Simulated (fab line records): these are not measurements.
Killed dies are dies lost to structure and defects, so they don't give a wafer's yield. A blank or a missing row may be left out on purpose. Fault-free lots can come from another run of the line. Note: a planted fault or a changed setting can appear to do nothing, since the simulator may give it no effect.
A struck lot beside a sound one    flow gf180mcu    15 out of 602 route steps
Sound: wafers L235.2, L235.4, L235.5. Struck: wafer L242.3 (L242.1, L242.5, from the same lot, were not struck and are left out); the cause is given at the end.
Each step with rows lists, per side, the tool, then ch with its chambers, then its first start. Under that, the readings that differ: sound wafers    struck wafers    difference of the means    sigmas: that difference in standard deviations of wafers without a fault.
alike: words and numbers the same on both sides, and readings whose means are apart by under 2 such deviations; not compared: readings that were withheld, readings missing a value for some wafer, numbers with overlapping values and no deviation given by the record, and bounds like >300 which may hide the same value.
The two part at a step that has a row with sigmas, a row that says differs or no value, or rows on one side only. Numbers that have no deviation but don't overlap get no sigmas and don't part them. Lack of a reading on every wafer of one side parts them only where that side has two or more wafers.

GF_TOP_METAL_SPUTTER_04: material TiN, target thk 25 nm, time 20.8 s.
  struck on pvd sputter-01, day 31 01:28; sound on pvd sputter-01, day 28 21:58
  alike: throttle valve pct
GF_TOP_METAL_RS_MEAS_05: the measuring method here is four-point-probe.
  struck on film metro-01, day 31 01:29; sound on film metro-01, day 28 22:01
  alike: TOP_METAL_ALCU_RS
GF_TOP_METAL_THK_MEAS_06: measures by xrf.
  struck on film metro-01, day 31 01:37; sound on film metro-01, day 28 22:07
  alike: TOP_METAL_ALCU_THK
then, 7 steps without rows for these wafers: GF_TOP_METAL_DEHYDRATE_07 (time 60 s); GF_TOP_METAL_HMDS_08 (prime time 60 s); GF_TOP_METAL_COAT_09 (resist thk 1500 nm); GF_TOP_METAL_SOFTBAKE_10 (time 60 s); GF_TOP_METAL_EXPOSE_11 (exposes mask MetalTop, target cd 440 nm); GF_TOP_METAL_PEB_12; GF_TOP_METAL_DEVELOP_13 (develop time 60 s).
GF_TOP_METAL_CD_MEAS_14: the cd target is 440 nm.
  struck on cd sem-02, day 31 19:04; sound on cd sem-02, day 29 16:38
  alike: cd nm
GF_TOP_METAL_OVL_MEAS_15:
  struck on overlay-02, day 31 19:11; sound on overlay-02, day 29 16:44
  alike: TOP_METAL_OVL
GF_TOP_METAL_METAL_ETCH_16: etches the open film in Cl2/BCl3, stops on SiO2, target depth 1197 nm, time 199.5 s.
  sound on rie metal-04 ch 0,1, day 29 16:46; struck on rie metal-03 ch 0, day 31 19:14
reading                                         sound                 struck  difference  sigmas
oes product au (a.u.)                           0.993 0.998 0.994     0.885   -0.110      -19
throttle valve pct (%)                          28.245 28.232 28.238  28.349  +0.111      +11
model.NOVOLAK_of_TOP_METAL_COAT_09.thk nm (nm)  1018 1020 1026        1099    +78         
  alike: drypump motor current A
  not compared: rf hours counter h
GF_TOP_METAL_STRIP_17: strips in O2/N2.
  sound on plasma asher-04 ch 1, day 29 16:58; struck on plasma asher-01 ch 0, day 31 19:25
reading                       sound              struck  difference  sigmas
drypump motor current A (A)   5.4 5.4 5.4        6.8     +1.4        +3
strip time to endpoint s (s)  12.87 12.91 12.96  13.80   +0.89       +10
  alike: heater power w, o2 flow sccm, oes product au
  not compared: rf hours counter h
then, 1 step without rows for these wafers: GF_TOP_METAL_STRIP_18 (strips in post etch residue remover, time 1200 s).

== WHERE THEY PART ==
Earliest at GF_TOP_METAL_METAL_ETCH_16; latest, in this record, at GF_TOP_METAL_STRIP_17.

WHY: what the simulator had put in
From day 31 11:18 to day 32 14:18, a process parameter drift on rie metal-03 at GF_TOP_METAL_METAL_ETCH_16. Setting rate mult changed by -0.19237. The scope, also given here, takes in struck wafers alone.
